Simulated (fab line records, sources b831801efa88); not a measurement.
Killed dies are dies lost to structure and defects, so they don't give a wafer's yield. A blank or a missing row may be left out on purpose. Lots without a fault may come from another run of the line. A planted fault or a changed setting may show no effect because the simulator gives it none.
Problem report in the 8D (eight disciplines) form, filled by code | flow gf180mcu | the parts of the form that need people (team, actions taken, sign-off) are left out

1. THE PROBLEM
PSD_RS at GF_PSD_RS_MEAS_15 reads a mean of 111.0 ohm/sq on 3 wafers of 1 lot; wafers without a fault read 108.6 ohm/sq with a standard deviation of 0.34. That is +7.1 standard deviations from the usual mean.
The step: measures by four-point-probe.
First seen on wafer L563.1, day 17 07:12, on film_metro-02. The record holds 33 wafers of 11 lots with a number at this step. Rule for "out", or "out of limits": more than 4 standard deviations from the usual mean. The other wafers with a number count as sound.

2. WHAT IT IS AND WHAT IT IS NOT
question                    | is                     | is not
which readings at this step | PSD_RS                 | -
which lots                  | L563                   | L554, L555, L556, L557, L561, L566, L571, L572, L573, L574
which wafers of those lots  | all that have a number | -
read on which gauges        | film_metro-02          | film_metro-03, film_metro-04
when                        | from day 17 07:12      | up to then (15 sound wafers); but 15 sound wafers of L566, L571, L572, L573, L574 came after

3. SUSPECTS, AND WHAT RULES EACH OUT
Counting: a tool at a process step up to the reading stays a suspect if it ran every lot that is out and no sound lot after the first of them.
- the gauge at GF_PSD_RS_MEAS_15: ruled out. All the wafers that are out were read on film_metro-02, but those of them that GF_PSD_IMPLANT_09 has rows for are out there too, on other tools.
- implanter-01 at GF_PSD_IMPLANT_09: ruled out as a lasting fault. Sound lots L571, L572, L573, L574 ran on it after its first lot that is out, L563 (day 17 06:38).
- plasma_asher-01 at GF_PSD_STRIP_10 (strips in O2/N2): ruled out as a lasting fault. Sound lots L566 ran on it after its first lot that is out, L563 (day 17 06:47).
Left after counting: nothing in the record.

4. THE CAUSE (what the simulator had put in)
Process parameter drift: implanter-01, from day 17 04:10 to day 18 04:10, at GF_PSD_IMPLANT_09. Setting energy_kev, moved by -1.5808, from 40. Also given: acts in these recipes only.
Counting ruled it out, wrongly: the rule takes a fault to strike every lot that its tool runs from its start on, and this one did not.

5. THE CHAIN OF EFFECTS, in route order
Each row: a reading whose mean over the struck wafers that have a number lies more than 3 standard deviations from the usual. Only readings for which the record gives a usual standard deviation are gone through. hours: the time from each lot's start at the first step in this table that gives one to its start at this step, as a median over the lots. sigmas: the change in usual standard deviations.
hours | step              | reading                  | usual        | on struck wafers | change | sigmas
0     | GF_PSD_IMPLANT_09 | beam_energy_keV          | 39.998       | 38.421           | -1.577 | -99 or more
0     | GF_PSD_STRIP_10   | strip_time_to_endpoint_s | 16.54 s      | 16.38            | -0.16  | -5.2
1     | GF_PSD_RS_MEAS_15 | PSD_RS                   | 108.6 ohm/sq | 111.0            | +2.4   | +7.1
The process steps in it:
- GF_PSD_IMPLANT_09
- GF_PSD_STRIP_10: strips in O2/N2.
Later measuring or inspecting steps at which every struck wafer that the step has a row for has a number for every such reading, and none has moved that far: GF_SALICIDE_RS_MEAS_04.

6. WHAT WOULD HAVE CAUGHT IT SOONER
In this record the first reading out of limits at a measuring or inspecting step was taken at day 17 07:12, 3 hours after the fault began at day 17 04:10.
The tool's own readings at GF_PSD_IMPLANT_09 were out on every struck wafer that the step has a row for (beam_energy_keV): an alarm limit on them would have fired on the first of those.
